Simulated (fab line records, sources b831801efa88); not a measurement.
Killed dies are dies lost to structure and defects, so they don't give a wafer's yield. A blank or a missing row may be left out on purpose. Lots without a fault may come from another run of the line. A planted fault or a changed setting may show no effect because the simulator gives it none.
Which tool did it? | flow sky130 | 6 lots, 18 wafers sampled, at 1 step of a route of 708

WHAT THE GAUGES READ, wafer by wafer
SKY_FIELD_ISO_THK_MEAS_23.
lot  | measured    | on            | FIELD_ISO_OXIDATION_01_THK (nm)
L159 | day 3 07:03 | film_metro-01 | 10.02 9.84 9.77
L162 | day 4 02:29 | film_metro-03 | 10.22 10.32 10.06
L166 | day 4 20:51 | film_metro-03 | 10.61 10.38 10.44
L169 | day 5 02:31 | film_metro-03 | 9.99 9.96 10.21
L173 | day 6 03:32 | film_metro-01 | 10.12 10.07 10.24
L178 | day 7 03:07 | film_metro-01 | 10.08 9.80 10.04

WHICH TOOL RAN EACH LOT (tool, then ch and the chambers of the sampled wafers, then the start)
The record holds no process step before these readings.

THE ANSWER, worked out from the rows above alone
Rule: what is usual is taken from the lots themselves. Put in order of their means at a reading, lots are off if they are a third of the lots or fewer, leave a main group of 4 or more, and stand apart from it by a gap of 3 or more times the standard deviation of the main group's means; of several such gaps the widest counts. A main group whose means are all the same, to the digits that the tables above print for the reading, isn't used. A lot without any number at a reading at which 4 lots or more have one is off too. The other lots that the step has rows for count as sound.
No lot is off at any reading shown: from this, nothing can be told.

WHAT THE SIMULATOR HAD PUT IN
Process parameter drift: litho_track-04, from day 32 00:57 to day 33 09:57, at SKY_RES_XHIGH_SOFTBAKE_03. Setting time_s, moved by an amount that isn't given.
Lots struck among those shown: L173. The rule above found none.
